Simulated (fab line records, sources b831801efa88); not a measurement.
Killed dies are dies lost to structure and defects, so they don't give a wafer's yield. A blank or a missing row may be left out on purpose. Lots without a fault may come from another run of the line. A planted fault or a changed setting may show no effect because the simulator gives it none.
fab line records | flow sky130
record lots=5 wafers=15 last_day=50
route steps=708 shown VIA3@579 METAL4@598 CAP2M@603
lots that met no fault: from a run of the same line without faults
start_h: hours from the record's first day to the start of the lot's first wafer shown | wait_h: hours since the lot's step before | " the same as in the row above | L1.1+2: a row that stands for several wafers | - no value, or no start given | * or withheld: withheld | < > ~ a bound
route shown NAME@n: a module of which the file shows steps, and the number in the route of the first | usual: mean/standard deviation of fault-free wafers | same: alike in all rows | chamber/n: place in a boat | sites: the reading at each site | _std_site: their standard deviation | _edge_site: outer sites' mean less inner sites' | radius_mm: how far each site lies from the wafer's centre | mask NAME#n: copy n | behind: the tool/chamber that last shaped the wafer | hold: why the lot was held/for how many hours/how that ended | device: the transistor (n, p or np) that didn't switch | end of line: the same wafers' tests at the end of the route | a step without rows: its recipe alone | killed: dies lost to structure and defects at the first sort, not the wafer's yield | map: a wafer's dies, x killed, . not, _ none there
set.NAME: the setting as run; set.NAME@STEP: as run at that earlier step | model.NAME: the simulator's own value behind a step, which no gauge read
lots at some steps of the route; a table a step, a row a wafer
services: from which hour (start_h, from the record's first day; less than 0 if before it) a tool's chamber was out of use, for how many hours, and why
## steps
# step SKY_VIA3_COAT_06
# recipe resist=BARC temp_c=withheld time_s=withheld spin_rpm=3000 resist_thk_nm=60
# columns lot.wafer tool chamber start_h wait_h
L081.1+3+4 litho_track-02 0 972.22 0.1
L084.4+5+6 litho_track-02 0 989.85 0.1
L091.4+5+6 litho_track-03 0 1032.35 0.1
L094.3+4+6 litho_track-01 0 1052.44 0.1
L096.1+2+5 litho_track-01 0 1062.64 0.1
# step SKY_VIA3_COAT_07
# recipe resist=KrF-thick spin_rpm=3000 resist_thk_nm=450
# columns lot.wafer tool chamber start_h wait_h
L081.1+3+4 litho_track-02 0 - -
L084.4+5+6 litho_track-02 0 - -
L091.4+5+6 litho_track-03 0 - -
L094.3+4+6 litho_track-01 0 - -
L096.1+2+5 litho_track-01 0 - -
# step SKY_VIA3_SOFTBAKE_08
# recipe temp_c=100 time_s=90 resist=KrF-thick
# columns lot.wafer tool chamber start_h wait_h
L081.1+3+4 litho_track-02 0 - -
L084.4+5+6 litho_track-02 0 - -
L091.4+5+6 litho_track-03 0 - -
L094.3+4+6 litho_track-01 0 - -
L096.1+2+5 litho_track-01 0 - -
# step SKY_VIA3_EXPOSE_09
# recipe mask_id=VIM3 na=0.8 source_shape=annular sigma_inner=0.55 sigma_outer=0.85 target_cd_nm=200 dose_mj=38
# columns lot.wafer tool chamber start_h wait_h mask
L081.1+3+4 krf_scanner-02 0 - - VIM3#0
L084.4+5+6 krf_scanner-01 0 - - VIM3#0
L091.4+5+6 krf_scanner-01 0 - - VIM3#0
L094.3+4+6 krf_scanner-01 0 - - VIM3#0
L096.1+2+5 krf_scanner-01 0 - - VIM3#0
# step SKY_VIA3_PEB_10
# recipe peb_temp_c=withheld peb_time_s=withheld resist=KrF-thick
# columns lot.wafer tool chamber start_h wait_h
L081.1+3+4 litho_track-01 0 - -
L084.4+5+6 litho_track-03 0 - -
L091.4+5+6 litho_track-03 0 - -
L094.3+4+6 litho_track-02 0 - -
L096.1+2+5 litho_track-01 0 - -
# step SKY_VIA3_DEVELOP_11
# recipe develop_time_s=60 resist=KrF-thick dev_temp_c=21
# usual developer_temp_C=21.02/0.11
# columns lot.wafer tool chamber start_h wait_h developer_temp_C
L081.1 litho_track-01 0 - - 21.01
L081.3 " 0 " " 20.88
L081.4 " 0 " " 21.04
L084.4 litho_track-03 0 - - 20.91
L084.5 " 0 " " 21.03
L084.6 " 0 " " 21.05
L091.4 litho_track-03 0 - - 21.05
L091.5 " 0 " " 21.00
L091.6 " 0 " " 20.99
L094.3 litho_track-02 0 - - 21.11
L094.4 " 0 " " 21.10
L094.6 " 0 " " 21.24
L096.1 litho_track-01 0 - - 20.99
L096.2 " 0 " " 20.89
L096.5 " 0 " " 20.84
# step SKY_VIA3_CD_MEAS_12
# recipe target_cd_nm=200
# usual cd_nm=200.3/1.5
# columns lot.wafer tool chamber start_h wait_h cd_nm
L081.1 cd_sem-02 - 984.49 - 199.8
L081.3 " - " " 197.9
L081.4 " - " " 198.6
L084.4 cd_sem-01 - 1001.08 - 198.3
L084.5 " - " " 199.2
L084.6 " - " " 197.2
L091.4 cd_sem-02 - 1044.28 - 200.6
L091.5 " - " " 199.2
L091.6 " - " " 199.3
L094.3 cd_sem-02 - 1064.21 - 200.9
L094.4 " - " " 200.9
L094.6 " - " " 200.5
L096.1 cd_sem-01 - 1072.84 - 199.3
L096.2 " - " " 197.9
L096.5 " - " " 200.0
# step SKY_VIA3_OVL_MEAS_13
# usual VIA3_OVL=-1/5.2
# columns lot.wafer tool chamber start_h wait_h VIA3_OVL[nm]
L081.1 overlay-01 - 984.61 0.1 2
L081.3 " - " " 6
L081.4 " - " " 7
L084.4 overlay-01 - 1001.16 0.1 -11
L084.5 " - " " -3
L084.6 " - " " -6
L091.4 overlay-02 - 1044.36 0.1 1
L091.5 " - " " -1
L091.6 " - " " 1
L094.3 overlay-02 - 1064.31 0.1 0
L094.4 " - " " -4
L094.6 " - " " -1
L096.1 overlay-01 - 1072.96 0.1 -1
L096.2 " - " " -5
L096.5 " - " " 1
# step SKY_VIA3_ETCH_14
# recipe chemistry=N2/H2 target=BARC ion_energy_ev=200 source_w=500 bias_w=100 pressure_mtorr=30 n2_flow_sccm=100 h2_flow_sccm=200 stop_on=SiO2 time_s=45.9 target_depth_a=600
# usual drypump_motor_current_A=5.6/0.45 oes_product_au=0.854/0.0048 rf_fwd_power_W=495.5/1.8 throttle_valve_pct=13.223/0.01
# columns lot.wafer tool chamber start_h wait_h drypump_motor_current_A oes_product_au rf_fwd_power_W rf_hours_counter_h throttle_valve_pct
L081.1 rie_diel-01 1 984.65 0.0 5.3 0.850 492.6 1 13.228
L081.3 " 2 " " 5.8 0.863 492.7 8 13.219
L081.4 " 0 " " 5.0 0.859 495.0 19 13.211
L084.4 rie_diel-01 2 1001.20 0.0 5.8 0.860 492.3 - 13.232
L084.5 " 3 " " 5.0 0.848 497.3 - 13.235
L084.6 " 1 " " 5.2 0.865 491.7 - 13.226
L091.4 rie_diel-02 0 1044.38 0.0 6.5 0.854 494.8 6 13.235
L091.5 " 1 " " 5.4 0.858 494.3 - 13.217
L091.6 " 0 " " 6.5 0.853 493.6 - 13.227
L094.3 rie_diel-04 0 1064.33 0.0 5.9 0.857 493.2 22 13.220
L094.4 " 2 " " 5.6 0.860 496.0 - 13.228
L094.6 " 3 " " 5.0 0.845 496.4 - 13.221
L096.1 rie_diel-04 2 1073.00 0.0 5.6 0.858 498.3 17 13.233
L096.2 " 0 " " 5.9 0.864 493.5 22 13.217
L096.5 " 0 " " 5.9 0.853 495.0 - 13.225
# step SKY_VIA3_ETCH_15
# recipe target=SiO2 chemistry=C4F8/O2/Ar target_depth_nm=507 stop_on=TiN mask_material=KrF-thick source_w=1500 bias_w=1200 pressure_mtorr=40 c4f8_flow_sccm=withheld O2_flow_sccm=6 Ar_flow_sccm=300 time_s=78
# usual oes_product_au=0.946/0.0041 rf_fwd_power_W=1491/4.6
# columns lot.wafer tool chamber start_h wait_h oes_product_au rf_fwd_power_W rf_hours_counter_h
L081.1 rie_diel-01 1 984.69 0.0 0.942 1488 1
L081.3 " 2 " " 0.952 1485 9
L081.4 " 0 " " 0.954 1498 19
L084.4 rie_diel-01 2 1001.25 0.0 0.945 1489 -
L084.5 " 3 " " 0.945 1491 -
L084.6 " 1 " " 0.944 1489 -
L091.4 rie_diel-02 0 1044.42 0.0 0.949 1503 6
L091.5 " 1 " " 0.952 1495 -
L091.6 " 0 " " 0.946 1494 -
L094.3 rie_diel-04 0 1064.37 0.0 0.951 1482 22
L094.4 " 2 " " 0.948 1495 -
L094.6 " 3 " " 0.952 1494 -
L096.1 rie_diel-04 2 1073.04 0.0 0.945 1495 17
L096.2 " 0 " " 0.949 1491 22
L096.5 " 0 " " 0.948 1483 -
# step SKY_VIA3_STRIP_16
# recipe chemistry=O2/N2 power_w=1400 pressure_mtorr=1500 platen_temp_c=withheld o2_flow_sccm=3000 n2_flow_sccm=300 overash_fraction=0.5
# usual drypump_motor_current_A=5.8/0.31 oes_product_au=0.402/0.0049 strip_time_to_endpoint_s=4.125/0.024
# same overash_fraction=0.5
# columns lot.wafer tool chamber start_h wait_h drypump_motor_current_A oes_product_au rf_hours_counter_h strip_time_to_endpoint_s
L081.1 plasma_asher-01 0 984.75 0.0 5.4 0.405 56 4.121
L081.3 " 1 " " 6.0 0.405 - 4.078
L081.4 " 0 " " 5.4 0.405 - 4.121
L084.4 plasma_asher-03 1 1001.32 0.0 6.2 0.410 - 4.107
L084.5 " 0 " " 6.0 0.401 - 4.118
L084.6 " 1 " " 6.2 0.403 - 4.108
L091.4 plasma_asher-03 0 1044.52 0.1 6.0 0.404 - 4.123
L091.5 " 1 " " 6.2 0.398 - 4.118
L091.6 " 0 " " 6.0 0.405 - 4.121
L094.3 plasma_asher-01 0 1064.47 0.1 5.4 0.397 - 4.167
L094.4 " 1 " " 6.0 0.403 - 4.148
L094.6 " 1 " " 6.0 0.408 - 4.114
L096.1 plasma_asher-03 0 1073.10 0.0 6.0 0.400 1 4.168
L096.2 " 1 " " 6.2 0.404 1 4.149
L096.5 " 1 " " 6.2 0.401 - 4.158
# step SKY_VIA3_STRIP_17
# recipe chemistry=post_etch_residue_remover time_s=1200 temp_c=72.5
# columns lot.wafer tool chamber start_h wait_h
L081.1+3+4 wet_bench-04 2 984.85 0.1
L084.4+5+6 wet_bench-01 1 1001.38 0.0
L091.4+5+6 wet_bench-01 2 1044.58 0.0
L094.3+4+6 wet_bench-04 1 1064.53 0.0
L096.1+2+5 wet_bench-03 2 1073.20 0.1
# step SKY_VIA3_CLEAN_18
# recipe chemistry=IPA time_s=180 temp_c=25
# columns lot.wafer tool chamber start_h wait_h
L081.1+3+4 wet_bench-03 0 985.22 0.0
L084.4+5+6 wet_bench-03 2 1001.72 0.0
L091.4+5+6 wet_bench-01 1 1044.99 0.0
L094.3+4+6 wet_bench-04 2 1064.87 0.0
L096.1+2+5 wet_bench-04 3 1073.57 0.0
# step SKY_VIA3_CLEAN_19
# recipe chemistry=O3/DIW dry=n2_spin
# columns lot.wafer tool chamber start_h wait_h
L081.1+3+4 wet_bench-03 1 985.28 0.0
L084.4+5+6 wet_bench-01 2 1001.78 0.0
L091.4+5+6 wet_bench-01 2 1045.06 0.0
L094.3+4+6 wet_bench-01 0 1064.93 0.0
L096.1+2+5 wet_bench-03 1 1073.63 0.0
# step SKY_VIA3_SPUTTER_20
# recipe material=TiN target_thk_nm=20 chamber_pressure_pa=5 power_w=4000 time_s=80
# usual throttle_valve_pct=29.7/0.64
# columns lot.wafer tool chamber start_h wait_h throttle_valve_pct
L081.1 pvd_sputter-03 - 985.37 0.0 28.6
L081.3 " - " " 30.4
L081.4 " - " " 30.0
L084.4 pvd_sputter-03 - 1001.87 0.0 28.5
L084.5 " - " " 29.6
L084.6 " - " " 30.7
L091.4 pvd_sputter-01 - 1045.17 0.0 29.6
L091.5 " - " " 29.9
L091.6 " - " " 30.1
L094.3 pvd_sputter-02 - 1065.02 0.0 30.1
L094.4 " - " " 30.9
L094.6 " - " " 29.4
L096.1 pvd_sputter-02 - 1073.72 0.0 30.1
L096.2 " - " " 30.9
L096.5 " - " " 30.5
# step SKY_VIA3_CVD_21
# recipe material=W target_thk_nm=390 time_s=117.31 temp_c=400 pressure_torr=40
# usual heater_power_w=846/90
# columns lot.wafer tool chamber start_h wait_h heater_power_w
L081.1 cvd_w-02 1 985.43 0.0 987
L081.3 " 0 " " 768
L081.4 " 1 " " 985
L084.4 cvd_w-02 0 1001.98 0.1 771
L084.5 " 0 " " 780
L084.6 " 1 " " 985
L091.4 cvd_w-02 0 1045.27 0.1 748
L091.5 " 0 " " 749
L091.6 " 1 " " 970
L094.3 cvd_w-02 1 1065.13 0.1 963
L094.4 " 0 " " 761
L094.6 " 1 " " 997
L096.1 cvd_w-01 1 1073.78 0.0 859
L096.2 " 0 " " 778
L096.5 " 0 " " 779
# step SKY_VIA3_RS_MEAS_22
# recipe thk_meas_gauge=four-point-probe reads=W_of_VIA3_CVD_21+TiN_of_VIA3_SPUTTER_20
# usual VIA3_W_RS=0.295/0.0049
# columns lot.wafer tool chamber start_h wait_h VIA3_W_RS[ohm/sq]
L081.1 film_metro-04 - 985.56 0.1 0.296
L081.3 " - " " 0.297
L081.4 " - " " 0.297
L084.4 film_metro-03 - 1002.12 0.1 0.303
L084.5 " - " " 0.300
L084.6 " - " " 0.300
L091.4 film_metro-03 - 1045.41 0.1 0.298
L091.5 " - " " 0.302
L091.6 " - " " 0.302
L094.3 film_metro-03 - 1065.25 0.1 0.301
L094.4 " - " " 0.298
L094.6 " - " " 0.299
L096.1 film_metro-03 - 1073.91 0.1 0.293
L096.2 " - " " 0.289
L096.5 " - " " 0.287
# step SKY_VIA3_THK_MEAS_23
# recipe thk_meas_gauge=xrf reads=W_of_VIA3_CVD_21
# usual VIA3_W_THK=379/7.1
# columns lot.wafer tool chamber start_h wait_h VIA3_W_THK[nm]
L081.1 film_metro-04 - 985.68 0.1 380
L081.3 " - " " 378
L081.4 " - " " 379
L084.4 film_metro-03 - 1002.21 0.1 367
L084.5 " - " " 370
L084.6 " - " " 369
L091.4 film_metro-03 - 1045.50 0.1 376
L091.5 " - " " 365
L091.6 " - " " 368
L094.3 film_metro-03 - 1065.35 0.1 365
L094.4 " - " " 367
L094.6 " - " " 367
L096.1 film_metro-03 - 1074.03 0.1 377
L096.2 " - " " 384
L096.5 " - " " 386
# step SKY_VIA3_CMP_24
# recipe stop_on=SiO2 t_overpolish_s=20 down_force_psi=3.5 platen_rpm=60 target_thk_nm=0 pad_velocity_m_s=0.94248
# usual motor_current_A=10.2/0.65 overpolish_run_s=20.000/0.009 time_to_endpoint_s=94/4
# columns lot.wafer tool chamber start_h wait_h motor_current_A overpolish_run_s time_to_endpoint_s
L081.1 cmp-02 0 985.97 0.3 10.0 19.986 90
L081.4 " 2 " " 9.4 19.986 91
L081.3 " 3 " " 9.3 19.986 91
L084.4 cmp-02 2 1002.39 0.2 9.9 20.003 86
L084.5 " 3 " " 8.8 19.995 84
L084.6 " 0 " " 9.7 19.997 91
L091.4 cmp-01 1 1045.68 0.2 11.4 19.992 98
L091.6 " 2 " " 10.6 20.000 95
L091.5 " 3 " " 10.9 20.005 101
L094.3 cmp-01 2 1065.44 0.1 10.0 20.007 88
L094.4 " 3 " " 11.1 20.005 91
L094.6 " 2 " " 10.4 19.991 91
L096.1 cmp-02 3 1074.19 0.1 9.3 19.996 91
L096.2 " 0 " " 10.1 20.006 97
L096.5 " 1 " " 10.5 20.009 92
# step SKY_METAL4_SPUTTER_00
# recipe material=Ti target_thk_nm=15 power_w=3000 time_s=10 chamber_pressure_pa=0.4
# usual throttle_valve_pct=29.5/0.85
# columns lot.wafer tool chamber start_h wait_h throttle_valve_pct
L081.1 pvd_sputter-04 - 986.27 0.2 30.3
L081.3 " - " " 28.9
L081.4 " - " " 28.0
L084.4 pvd_sputter-04 - 1002.54 0.1 30.0
L084.5 " - " " 29.9
L084.6 " - " " 29.3
L091.4 pvd_sputter-04 - 1045.83 0.1 28.2
L091.5 " - " " 27.9
L091.6 " - " " 30.5
L094.3 pvd_sputter-04 - 1065.69 0.2 29.2
L094.4 " - " " 30.2
L094.6 " - " " 29.9
L096.1 pvd_sputter-04 - 1074.39 0.1 30.2
L096.2 " - " " 30.5
L096.5 " - " " 28.0
# step SKY_METAL4_SPUTTER_01
# recipe material=TiN target_thk_nm=20 power_w=6500 time_s=16.7 chamber_pressure_pa=0.4
# usual throttle_valve_pct=29.4/0.84
# columns lot.wafer tool chamber start_h wait_h throttle_valve_pct
L081.1 pvd_sputter-04 - 986.29 0.0 30.4
L081.3 " - " " 29.0
L081.4 " - " " 28.0
L084.4 pvd_sputter-04 - 1002.56 0.0 30.0
L084.5 " - " " 30.1
L084.6 " - " " 29.1
L091.4 pvd_sputter-04 - 1045.85 0.0 28.0
L091.5 " - " " 27.9
L091.6 " - " " 30.3
L094.3 pvd_sputter-04 - 1065.71 0.0 29.2
L094.4 " - " " 30.3
L094.6 " - " " 30.0
L096.1 pvd_sputter-04 - 1074.41 0.0 30.1
L096.2 " - " " 30.3
L096.5 " - " " 27.9
# step SKY_METAL4_SPUTTER_02
# recipe material=AlCu target_thk_nm=735 power_w=10600 time_s=39.1 chamber_pressure_pa=0.4
# usual throttle_valve_pct=29.4/0.84
# columns lot.wafer tool chamber start_h wait_h throttle_valve_pct
L081.1 pvd_sputter-04 - 986.32 0.0 30.2
L081.3 " - " " 28.9
L081.4 " - " " 27.8
L084.4 pvd_sputter-04 - 1002.59 0.0 30.1
L084.5 " - " " 29.9
L084.6 " - " " 29.0
L091.4 pvd_sputter-04 - 1045.88 0.0 28.0
L091.5 " - " " 27.8
L091.6 " - " " 30.5
L094.3 pvd_sputter-04 - 1065.74 0.0 29.1
L094.4 " - " " 30.5
L094.6 " - " " 29.8
L096.1 pvd_sputter-04 - 1074.43 0.0 29.8
L096.2 " - " " 30.2
L096.5 " - " " 28.0
# step SKY_METAL4_SPUTTER_03
# recipe material=Ti target_thk_nm=5 power_w=3000 time_s=3.3 chamber_pressure_pa=0.4
# usual throttle_valve_pct=29.5/0.83
# columns lot.wafer tool chamber start_h wait_h throttle_valve_pct
L081.1 pvd_sputter-04 - 986.36 0.0 30.3
L081.3 " - " " 29.1
L081.4 " - " " 28.0
L084.4 pvd_sputter-04 - 1002.62 0.0 29.8
L084.5 " - " " 30.0
L084.6 " - " " 28.9
L091.4 pvd_sputter-04 - 1045.92 0.0 28.1
L091.5 " - " " 28.1
L091.6 " - " " 30.6
L094.3 pvd_sputter-04 - 1065.78 0.0 29.1
L094.4 " - " " 30.4
L094.6 " - " " 29.9
L096.1 pvd_sputter-04 - 1074.47 0.0 29.9
L096.2 " - " " 30.3
L096.5 " - " " 27.9
# step SKY_METAL4_SPUTTER_04
# recipe material=TiN target_thk_nm=70 power_w=6500 time_s=58.3 chamber_pressure_pa=0.4
# usual throttle_valve_pct=29.5/0.84
# columns lot.wafer tool chamber start_h wait_h throttle_valve_pct
L081.1 pvd_sputter-04 - 986.38 0.0 30.4
L081.3 " - " " 29.1
L081.4 " - " " 27.8
L084.4 pvd_sputter-04 - 1002.64 0.0 29.7
L084.5 " - " " 29.9
L084.6 " - " " 29.1
L091.4 pvd_sputter-04 - 1045.94 0.0 28.1
L091.5 " - " " 28.1
L091.6 " - " " 30.1
L094.3 pvd_sputter-04 - 1065.80 0.0 28.9
L094.4 " - " " 30.4
L094.6 " - " " 29.8
L096.1 pvd_sputter-04 - 1074.49 0.0 30.0
L096.2 " - " " 30.3
L096.5 " - " " 28.1
# step SKY_CAP2M_CVD_00
# recipe material=SiO2 target_thk_nm=15.5 temp_c=400 time_s=withheld rf_w=450
# usual heater_power_w=750/100 rf_fwd_power_W=442.8/2.4
# columns lot.wafer tool chamber start_h wait_h heater_power_w rf_fwd_power_W
L081.1 pecvd-03 0 986.43 0.0 820 444.0
L081.3 " 1 " " 900 442.7
L081.4 " 0 " " 801 442.9
L084.4 pecvd-04 0 1002.70 0.0 780 439.9
L084.5 " 2 " " 874 443.0
L084.6 " 1 " " 709 440.8
L091.4 pecvd-03 0 1046.00 0.0 891 446.2
L091.5 " 2 " " 571 442.5
L091.6 " 1 " " 804 440.2
L094.3 pecvd-04 0 1065.85 0.0 729 443.9
L094.4 " 0 " " 752 443.7
L094.6 " 2 " " 832 444.9
L096.1 pecvd-02 1 1074.54 0.0 740 447.2
L096.2 " 0 " " 713 443.1
L096.5 " 1 " " 750 444.3
# step SKY_CAP2M_THK_MEAS_01
# recipe reads=SiO2_of_CAP2M_CVD_00
# usual CAP2M_CVD_00_THK=15.45/0.24
# columns lot.wafer tool chamber start_h wait_h CAP2M_CVD_00_THK[nm]
L081.1 film_metro-02 - 986.45 - 15.23
L081.3 " - " " 15.50
L081.4 " - " " 15.40
L084.4 film_metro-02 - 1002.74 - 15.50
L084.5 " - " " 15.97
L084.6 " - " " 15.51
L091.4 film_metro-02 - 1046.04 - 15.38
L091.5 " - " " 15.82
L091.6 " - " " 15.49
L094.3 film_metro-03 - 1065.89 - 15.50
L094.4 " - " " 15.74
L094.6 " - " " 15.97
L096.1 film_metro-03 - 1074.56 - 15.33
L096.2 " - " " 15.67
L096.5 " - " " 15.94
# step SKY_CAP2M_SPUTTER_02
# recipe material=TiN target_thk_nm=200 temp_c=300 power_w=6500 time_s=166.7 chamber_pressure_pa=0.4
# usual throttle_valve_pct=29.8/0.58
# columns lot.wafer tool chamber start_h wait_h throttle_valve_pct
L081.1 pvd_sputter-01 - 986.51 0.1 29.0
L081.3 " - " " 30.0
L081.4 " - " " 30.3
L084.4 pvd_sputter-02 - 1002.77 0.0 30.1
L084.5 " - " " 29.4
L084.6 " - " " 30.1
L091.4 pvd_sputter-01 - 1046.07 0.0 30.2
L091.5 " - " " 30.0
L091.6 " - " " 29.0
L094.3 pvd_sputter-01 - 1065.93 0.0 29.1
L094.4 " - " " 30.1
L094.6 " - " " 29.2
L096.1 pvd_sputter-01 - 1074.62 0.1 29.6
L096.2 " - " " 29.8
L096.5 " - " " 29.0
# step SKY_CAP2M_RS_MEAS_03
# recipe thk_meas_gauge=four-point-probe reads=TiN_of_CAP2M_SPUTTER_02
# usual CAP2M_TIN_RS=6.96/0.075
# columns lot.wafer tool chamber start_h wait_h CAP2M_TIN_RS[ohm/sq]
L081.1 film_metro-02 - 986.62 0.1 6.97
L081.3 " - " " 7.05
L081.4 " - " " 6.92
L084.4 film_metro-03 - 1002.94 0.1 7.00
L084.5 " - " " 7.09
L084.6 " - " " 6.98
L091.4 film_metro-01 - 1046.24 0.1 6.91
L091.5 " - " " 6.99
L091.6 " - " " 6.94
L094.3 film_metro-01 - 1066.08 0.1 7.00
L094.4 " - " " 6.88
L094.6 " - " " 6.91
L096.1 film_metro-01 - 1074.73 0.1 7.00
L096.2 " - " " 6.91
L096.5 " - " " 7.00
# step SKY_CAP2M_THK_MEAS_04
# recipe thk_meas_gauge=xrf reads=TiN_of_CAP2M_SPUTTER_02
# usual CAP2M_TIN_THK=197.5/2.2
# columns lot.wafer tool chamber start_h wait_h CAP2M_TIN_THK[nm]
L081.1 film_metro-02 - 986.74 0.1 197.0
L081.3 " - " " 196.3
L081.4 " - " " 199.3
L084.4 film_metro-03 - 1003.03 0.1 195.6
L084.5 " - " " 192.0
L084.6 " - " " 196.4
L091.4 film_metro-01 - 1046.33 0.1 198.4
L091.5 " - " " 195.5
L091.6 " - " " 197.4
L094.3 film_metro-01 - 1066.18 0.1 196.9
L094.4 " - " " 198.8
L094.6 " - " " 198.1
L096.1 film_metro-01 - 1074.85 0.1 195.1
L096.2 " - " " 198.9
L096.5 " - " " 196.4
# step SKY_CAP2M_DEHYDRATE_05
# recipe temp_c=200 time_s=60
# columns lot.wafer tool chamber start_h wait_h
L081.1+3+4 litho_track-02 0 997.72 11.0
L084.4+5+6 litho_track-04 0 1014.31 11.3
L091.4+5+6 litho_track-02 0 1057.00 10.7
L094.3+4+6 litho_track-02 0 1076.02 9.8
L096.1+2+5 litho_track-01 0 1085.44 10.6
# step SKY_CAP2M_HMDS_06
# recipe prime_time_s=60 prime_temp_c=120
# columns lot.wafer tool chamber start_h wait_h
L081.1+3+4 litho_track-02 0 997.87 0.1
L084.4+5+6 litho_track-04 0 1014.46 0.1
L091.4+5+6 litho_track-02 0 1057.15 0.1
L094.3+4+6 litho_track-02 0 1076.17 0.1
L096.1+2+5 litho_track-01 0 1085.59 0.1
# step SKY_CAP2M_COAT_07
# recipe resist=NOVOLAK spin_rpm=3000 resist_thk_nm=1140
# columns lot.wafer tool chamber start_h wait_h
L081.1+3+4 litho_track-02 0 998.02 0.1
L084.4+5+6 litho_track-04 0 1014.61 0.1
L091.4+5+6 litho_track-02 0 1057.30 0.1
L094.3+4+6 litho_track-02 0 1076.32 0.1
L096.1+2+5 litho_track-01 0 1085.74 0.1
# step SKY_CAP2M_SOFTBAKE_08
# recipe temp_c=90 time_s=60 resist=NOVOLAK
# columns lot.wafer tool chamber start_h wait_h
L081.1+3+4 litho_track-02 0 998.17 0.1
L084.4+5+6 litho_track-04 0 1014.76 0.1
L091.4+5+6 litho_track-02 0 1057.45 0.1
L094.3+4+6 litho_track-02 0 1076.47 0.1
L096.1+2+5 litho_track-01 0 1085.89 0.1
# step SKY_CAP2M_EXPOSE_09
# recipe mask_id=CAP2M na=0.6 source_shape=conventional sigma_outer=0.6 polarization=unpolarized target_cd_nm=1000 dose_mj=159
# columns lot.wafer tool chamber start_h wait_h mask
L081.1+3+4 iline_stepper-01 0 - - CAP2M#0
L084.4+5+6 iline_stepper-02 0 - - CAP2M#0
L091.4+5+6 iline_stepper-01 0 - - CAP2M#0
L094.3+4+6 iline_stepper-02 0 - - CAP2M#0
L096.1+2+5 iline_stepper-02 0 - - CAP2M#0
# step SKY_CAP2M_PEB_10
# recipe temp_c=withheld time_s=* resist=NOVOLAK
# columns lot.wafer tool chamber start_h wait_h
L081.1+3+4 litho_track-01 0 - -
L084.4+5+6 litho_track-02 0 - -
L091.4+5+6 litho_track-04 0 - -
L094.3+4+6 litho_track-02 0 - -
L096.1+2+5 litho_track-01 0 - -
# step SKY_CAP2M_DEVELOP_11
# recipe resist=NOVOLAK developer=TMAH develop_time_s=60 dev_temp_c=23
# usual developer_temp_C=23.00/0.1
# columns lot.wafer tool chamber start_h wait_h developer_temp_C
L081.1 litho_track-01 0 1009.64 0.1 22.98
L081.3 " 0 " " 23.00
L081.4 " 0 " " 23.00
L084.4 litho_track-02 0 1025.60 0.1 23.12
L084.5 " 0 " " 22.83
L084.6 " 0 " " 23.01
L091.4 litho_track-04 0 1067.91 0.1 22.93
L091.5 " 0 " " 23.05
L091.6 " 0 " " 22.86
L094.3 litho_track-02 0 1087.17 0.1 22.82
L094.4 " 0 " " 23.03
L094.6 " 0 " " 22.96
L096.1 litho_track-01 0 1095.59 0.1 23.08
L096.2 " 0 " " 23.06
L096.5 " 0 " " 22.98
# step SKY_CAP2M_OVL_MEAS_12
# usual CAP2M_OVL=0.7/1.9
# columns lot.wafer tool chamber start_h wait_h CAP2M_OVL[nm]
L081.1 overlay-02 - 1009.79 0.1 0.7
L081.3 " - " " 0.0
L081.4 " - " " 0.1
L084.4 overlay-02 - 1025.69 0.1 -0.8
L084.5 " - " " -3.8
L084.6 " - " " -2.7
L091.4 overlay-01 - 1068.01 0.1 3.4
L091.5 " - " " 3.2
L091.6 " - " " 2.4
L094.3 overlay-01 - 1087.29 0.1 2.3
L094.4 " - " " -0.5
L094.6 " - " " 0.9
L096.1 overlay-02 - 1095.74 0.1 0.0
L096.2 " - " " -2.1
L096.5 " - " " -2.0
# step SKY_CAP2M_METAL_ETCH_13
# recipe target_depth_nm=220 stop_on=SiO2 chemistry=Cl2/BCl3 target=TiN pressure_mtorr=10 icp_w=900 bias_w=48.5 Cl2_flow_sccm=60 bcl3_flow_sccm=30 time_s=62.9
# usual drypump_motor_current_A=5.6/0.57 oes_product_au=0.938/0.0074 rf_fwd_power_W=893.4/2.9 throttle_valve_pct=21.904/0.011
# columns lot.wafer tool chamber start_h wait_h drypump_motor_current_A oes_product_au rf_fwd_power_W rf_hours_counter_h throttle_valve_pct
L081.1 rie_metal-02 1 1009.83 0.0 4.7 0.935 891.9 12 21.916
L081.3 " 0 " " 5.9 0.930 890.7 - 21.911
L081.4 " 1 " " 4.7 0.936 893.4 - 21.904
L084.4 rie_metal-04 1 1025.74 0.0 5.3 0.940 892.8 - 21.900
L084.5 " 0 " " 6.4 0.937 894.4 - 21.909
L084.6 " 1 " " 5.3 0.934 896.9 - 21.916
L091.4 rie_metal-04 0 1068.05 0.0 6.4 0.940 895.8 - 21.908
L091.5 " 1 " " 5.2 0.941 893.8 - 21.906
L091.6 " 0 " " 6.4 0.942 891.4 - 21.893
L094.3 rie_metal-03 0 1087.34 0.0 5.2 0.944 898.1 - 21.916
L094.4 " 1 " " 5.9 0.943 895.2 - 21.894
L094.6 " 1 " " 5.9 0.948 896.0 - 21.907
L096.1 rie_metal-02 0 1095.78 0.0 5.9 0.937 891.2 16 21.908
L096.2 " 1 " " 4.7 0.938 889.9 17 21.899
L096.5 " 0 " " 5.9 0.928 893.7 - 21.896
## services
# columns tool chamber start_h hours kind
cvd_w-02 - 953.39 1.9 repair
pvd_sputter-04 - 957.31 26.4 repair
pecvd-04 1 964.49 5.8 repair
krf_scanner-01 - 967.06 1.0 pm
rie_diel-01 1 971.73 6.4 repair
pecvd-04 - 976.43 1.3 repair
iline_stepper-02 - 986.77 8.9 repair
krf_scanner-01 - 992.66 1.3 pm
rie_diel-01 0 999.77 8.9 repair
cmp-02 - 1004.17 2.8 repair
plasma_asher-01 - 1006.28 4.5 repair
pecvd-03 - 1018.66 2.8 pm
pvd_sputter-03 - 1023.47 59.0 repair
iline_stepper-02 - 1026.88 3.5 repair
pvd_sputter-04 - 1033.29 4.7 repair
iline_stepper-02 - 1036.36 1.3 repair
cmp-02 - 1038.21 4.4 pm
iline_stepper-02 - 1051.55 1.7 pm
rie_diel-04 2 1052.98 7.2 repair
plasma_asher-03 - 1055.27 9.0 pm
cmp-02 - 1062.61 0.8 repair
plasma_asher-03 - 1071.02 1.8 repair
cmp-02 - 1080.33 3.2 repair
cmp-02 - 1084.00 4.0 pm
## key
fault none
